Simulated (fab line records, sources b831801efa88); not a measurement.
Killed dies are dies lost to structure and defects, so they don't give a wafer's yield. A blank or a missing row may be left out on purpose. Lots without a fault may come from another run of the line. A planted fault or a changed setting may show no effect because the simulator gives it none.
Chamber matching | flow sky130 | SKY_LI_CONTACT_CMP_02 on cmp-01: 4 sister chambers
The step polishes PSG. 7 wafers are shown with their chamber, then 7 later ones without.

WAFERS WITH THEIR CHAMBER
wafer  | chamber | motor_current_A (A) | time_to_endpoint_s (s)
L707.6 | 0       | 10.0                | 35.1
L716.5 | 0       | 9.2                 | 33.3
L723.3 | 1       | 13.5                | 32.2
L723.4 | 2       | 10.4                | 30.3
L723.6 | 3       | 10.6                | 31.2
L722.2 | 3       | 11.2                | 29.1
L722.4 | 1       | 12.8                | 31.6

WAFERS WITHOUT THEIR CHAMBER
wafer  | motor_current_A (A) | time_to_endpoint_s (s)
L722.6 | 12.4                | 39.9
L724.4 | 9.3                 | 33.2
L724.5 | 11.0                | 39.1
L724.6 | 11.4                | 41.0
L728.1 | 11.5                | 32.3
L728.3 | 9.5                 | 34.3
L728.5 | 9.8                 | 36.2

WHICH CHAMBER EACH WENT THROUGH
wafer  | from the rows above               | in truth
L722.6 | can't be placed: 1 or 0 or 3      | 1
L724.4 | 0                                 | 0
L724.5 | 0                                 | 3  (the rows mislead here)
L724.6 | can't be placed: 0 or 1           | 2
L728.1 | can't be placed: 3 or 2 or 1 or 0 | 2
L728.3 | 0                                 | 0
L728.5 | 0                                 | 0
Placed correctly: 3 of 7. Can't be placed from these rows: 3 (the true chamber is among the candidates in 2). Placed wrongly: 1.
How it was worked out, from the rows above alone: a wafer's distance from a chamber is the root of the sum, over the readings, of the square of ((its reading less the chamber's mean) divided by the reading's scatter). The wafer belongs to the nearest chamber; if the next one is less than 2 further off, it can't be placed. A chamber's mean is the mean of its shown wafers. The scatter: the root of (the sum of the squares of (reading less its chamber's mean) over the shown wafers, divided by (wafers less chambers)).
